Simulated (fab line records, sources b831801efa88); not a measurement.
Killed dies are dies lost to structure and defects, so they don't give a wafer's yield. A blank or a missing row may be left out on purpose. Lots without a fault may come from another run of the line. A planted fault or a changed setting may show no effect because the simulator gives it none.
Chamber matching | flow gf180mcu | GF_CONTACT_CMP_27 on cmp-01: 4 sister chambers
The step polishes, stops on SiO2, t overpolish 15 s, target thk 0 nm. 4 wafers are shown with their chamber, then 12 later ones without.

WAFERS WITH THEIR CHAMBER
wafer  | chamber | motor_current_A (A)
L086.2 | 1       | 12.3
L086.6 | 0       | 11.0
L087.5 | 3       | 11.0
L087.6 | 2       | 10.1

WAFERS WITHOUT THEIR CHAMBER
wafer  | motor_current_A (A)
L092.2 | 12.2
L092.3 | 11.1
L092.4 | 10.0
L094.2 | 11.5
L094.4 | 10.1
L094.5 | 12.3
L095.4 | 11.9
L095.5 | 10.4
L095.6 | 12.5
L097.1 | 10.2
L097.2 | 11.4
L097.3 | 11.0

WHICH CHAMBER EACH WENT THROUGH
wafer  | from the rows above          | in truth
L092.2 | 1                            | 1
L092.3 | can't be placed: 0 or 3      | 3
L092.4 | 2                            | 2
L094.2 | can't be placed: 0 or 3 or 1 | 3
L094.4 | 2                            | 2
L094.5 | 1                            | 1
L095.4 | 1                            | 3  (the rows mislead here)
L095.5 | can't be placed: 2 or 0 or 3 | 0
L095.6 | 1                            | 1
L097.1 | 2                            | 2
L097.2 | can't be placed: 0 or 3      | 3
L097.3 | can't be placed: 0 or 3      | 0
Placed correctly: 6 of 12. Can't be placed from these rows: 5 (the true chamber is among the candidates in 5). Placed wrongly: 1.
How it was worked out, from the rows above alone: a wafer's distance from a chamber is the root of the sum, over the readings, of the square of ((its reading less the chamber's mean) divided by the reading's scatter). The wafer belongs to the nearest chamber; if the next one is less than 2 further off, it can't be placed. A chamber's mean is the mean of its shown wafers. The scatter: with one shown wafer a chamber, the root of the mean of the squares of how far each hidden wafer lies from its nearest shown one.
